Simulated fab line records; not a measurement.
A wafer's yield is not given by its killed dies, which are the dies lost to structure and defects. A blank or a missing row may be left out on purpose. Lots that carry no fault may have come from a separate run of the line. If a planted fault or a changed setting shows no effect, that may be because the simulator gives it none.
Commonality check across tools :: flow gf180mcu :: 36 wafers sampled across 12 lots

REASON FOR OPENING
Of 12 lots, 2 have the reading LVPWELL_RS flagged at GF_VT_IMPLANT_RS_MEAS_48. No-fault wafers: 1197 ohm/sq, standard deviation 3.1.
Rule: a lot gets a flag if all its wafers with a number sit over 4 standard deviations from that mean, or if no wafer of it has a number. The rest of the lots are taken to be sound.

lot: L367
measured: day 7 13:32
on: filmMetro-02
LVPWELL_RS (ohm/sq), wafer by wafer: 1199 1200 1200
flag: 

lot: L368
measured: day 7 20:43
on: filmMetro-04
LVPWELL_RS (ohm/sq), wafer by wafer: 1199 1198 1196
flag: 

lot: L369
measured: day 8 03:26
on: filmMetro-04
LVPWELL_RS (ohm/sq), wafer by wafer: 1201 1197 1197
flag: 

lot: L370
measured: day 8 10:54
on: filmMetro-02
LVPWELL_RS (ohm/sq), wafer by wafer: 1196 1197 1196
flag: 

lot: L371
measured: day 8 18:14
on: filmMetro-01
LVPWELL_RS (ohm/sq), wafer by wafer: 1199 1196 1200
flag: 

lot: L375
measured: day 9 19:25
on: filmMetro-02
LVPWELL_RS (ohm/sq), wafer by wafer: 1203 1202 1203
flag: 

lot: L379
measured: day 10 22:13
on: filmMetro-04
LVPWELL_RS (ohm/sq), wafer by wafer: 1155 1159 1160
flag: FLAGGED

lot: L380
measured: day 11 06:56
on: filmMetro-01
LVPWELL_RS (ohm/sq), wafer by wafer: 1159 1157 1156
flag: FLAGGED

lot: L381
measured: day 11 12:53
on: filmMetro-02
LVPWELL_RS (ohm/sq), wafer by wafer: 1198 1199 1196
flag: 

lot: L382
measured: day 11 19:58
on: filmMetro-02
LVPWELL_RS (ohm/sq), wafer by wafer: 1197 1193 1194
flag: 

lot: L385
measured: day 12 16:24
on: filmMetro-01
LVPWELL_RS (ohm/sq), wafer by wafer: 1196 1191 1191
flag: 

lot: L388
measured: day 13 11:58
on: filmMetro-01
LVPWELL_RS (ohm/sq), wafer by wafer: 1197 1198 1200
flag: 
On average the flagged lots' numbers are 1158 ohm/sq, which is -39 ohm/sq against the usual, or -13 standard deviations.

LOT BY LOT: THE TOOL USED
2 process steps preceding the reading are held in the record, out of 602 steps in the route. Each cell gives the tool, then ch followed by the chambers the sampled wafers passed through, then the start.
lot: L367
flag: 
GF_LVPWELL_IMPLANT_08: implanter-03 ch 0, day 3 20:02
GF_VT_IMPLANT_STRIP_09: plasmaAsher-01 ch 0,1, day 5 14:53

lot: L368
flag: 
GF_LVPWELL_IMPLANT_08: implanter-03 ch 0, day 4 02:31
GF_VT_IMPLANT_STRIP_09: plasmaAsher-01 ch 0,1, day 5 21:20

lot: L369
flag: 
GF_LVPWELL_IMPLANT_08: implanter-02 ch 0, day 4 07:41
GF_VT_IMPLANT_STRIP_09: plasmaAsher-01 ch 0,1, day 6 03:05

lot: L370
flag: 
GF_LVPWELL_IMPLANT_08: implanter-04 ch 0, day 4 13:19
GF_VT_IMPLANT_STRIP_09: plasmaAsher-04 ch 0,1, day 6 09:25

lot: L371
flag: 
GF_LVPWELL_IMPLANT_08: implanter-02 ch 0, day 4 19:10
GF_VT_IMPLANT_STRIP_09: plasmaAsher-02 ch 0,1, day 6 17:36

lot: L375
flag: 
GF_LVPWELL_IMPLANT_08: implanter-04 ch 0, day 5 16:50
GF_VT_IMPLANT_STRIP_09: plasmaAsher-01 ch 0,1, day 7 16:30

lot: L379
flag: FLAGGED
GF_LVPWELL_IMPLANT_08: implanter-02 ch 0, day 6 15:32
GF_VT_IMPLANT_STRIP_09: plasmaAsher-01 ch 0,1, day 8 16:20

lot: L380
flag: FLAGGED
GF_LVPWELL_IMPLANT_08: implanter-02 ch 0, day 6 23:12
GF_VT_IMPLANT_STRIP_09: plasmaAsher-01 ch 0,1, day 9 00:14

lot: L381
flag: 
GF_LVPWELL_IMPLANT_08: implanter-03 ch 0, day 7 03:16
GF_VT_IMPLANT_STRIP_09: plasmaAsher-04 ch 0,1, day 9 05:32

lot: L382
flag: 
GF_LVPWELL_IMPLANT_08: implanter-04 ch 0, day 7 09:56
GF_VT_IMPLANT_STRIP_09: plasmaAsher-02 ch 0,1, day 9 12:38

lot: L385
flag: 
GF_LVPWELL_IMPLANT_08: implanter-03 ch 0, day 8 02:56
GF_VT_IMPLANT_STRIP_09: plasmaAsher-01 ch 0,1, day 10 07:34

lot: L388
flag: 
GF_LVPWELL_IMPLANT_08: implanter-04 ch 0, day 8 19:53
GF_VT_IMPLANT_STRIP_09: plasmaAsher-01 ch 0,1, day 11 02:07
What these steps do:
- GF_LVPWELL_IMPLANT_08
- GF_VT_IMPLANT_STRIP_09: strips in O2/N2.
- GF_VT_IMPLANT_RS_MEAS_48: measures by four-point-probe.

FLAGGED AGAINST TOTAL, ONE TOOL AT A TIME (gauges that did the reading follow at the end)
step: GF_LVPWELL_IMPLANT_08
tool: implanter-02
lots run: 4
flagged: 2
share of the flagged lots: all
sound lots run after its first flagged lot: 0

step: GF_LVPWELL_IMPLANT_08
tool: implanter-03
lots run: 4
flagged: 0
share of the flagged lots: none
sound lots run after its first flagged lot: -

step: GF_LVPWELL_IMPLANT_08
tool: implanter-04
lots run: 4
flagged: 0
share of the flagged lots: none
sound lots run after its first flagged lot: -

step: GF_VT_IMPLANT_STRIP_09
tool: plasmaAsher-01
lots run: 8
flagged: 2
share of the flagged lots: all
sound lots run after its first flagged lot: 2 (L385,L388)

step: GF_VT_IMPLANT_STRIP_09
tool: plasmaAsher-02
lots run: 2
flagged: 0
share of the flagged lots: none
sound lots run after its first flagged lot: -

step: GF_VT_IMPLANT_STRIP_09
tool: plasmaAsher-04
lots run: 2
flagged: 0
share of the flagged lots: none
sound lots run after its first flagged lot: -

step: GF_VT_IMPLANT_RS_MEAS_48
tool: filmMetro-01
lots run: 4
flagged: 1
share of the flagged lots: some
sound lots run after its first flagged lot: 2 (L385,L388)

step: GF_VT_IMPLANT_RS_MEAS_48
tool: filmMetro-02
lots run: 5
flagged: 0
share of the flagged lots: none
sound lots run after its first flagged lot: -

step: GF_VT_IMPLANT_RS_MEAS_48
tool: filmMetro-04
lots run: 3
flagged: 1
share of the flagged lots: some
sound lots run after its first flagged lot: 0

WHAT IS ALLOWED BY THE TABLE
In 2 table rows, all flagged lots were run: implanter-02 (GF_LVPWELL_IMPLANT_08), plasmaAsher-01 (GF_VT_IMPLANT_STRIP_09).
- implanter-02 at GF_LVPWELL_IMPLANT_08 ran 4 lots, 2 of them flagged. Its last sound lot is L371 (day 4 19:10), its first flagged lot L379 (day 6 15:32): a fault that began between those two fits. Its own readings lie more than 4 standard deviations out on every wafer of the flagged lots: doseIonsCm2.
- plasmaAsher-01 at GF_VT_IMPLANT_STRIP_09 ran 8 lots, 2 of them flagged. Sound lots followed the first flagged one (L385, L388) on it, something a lasting fault affecting the whole tool could not allow.
What remains is a single tool, implanter-02 at GF_LVPWELL_IMPLANT_08.

WHAT THE SIMULATOR HAD INSERTED
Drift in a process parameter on implanter-02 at GF_LVPWELL_IMPLANT_08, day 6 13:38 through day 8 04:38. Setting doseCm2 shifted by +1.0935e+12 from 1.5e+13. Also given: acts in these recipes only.
Shown lots that were struck: L379, L380. The rule above found the same.
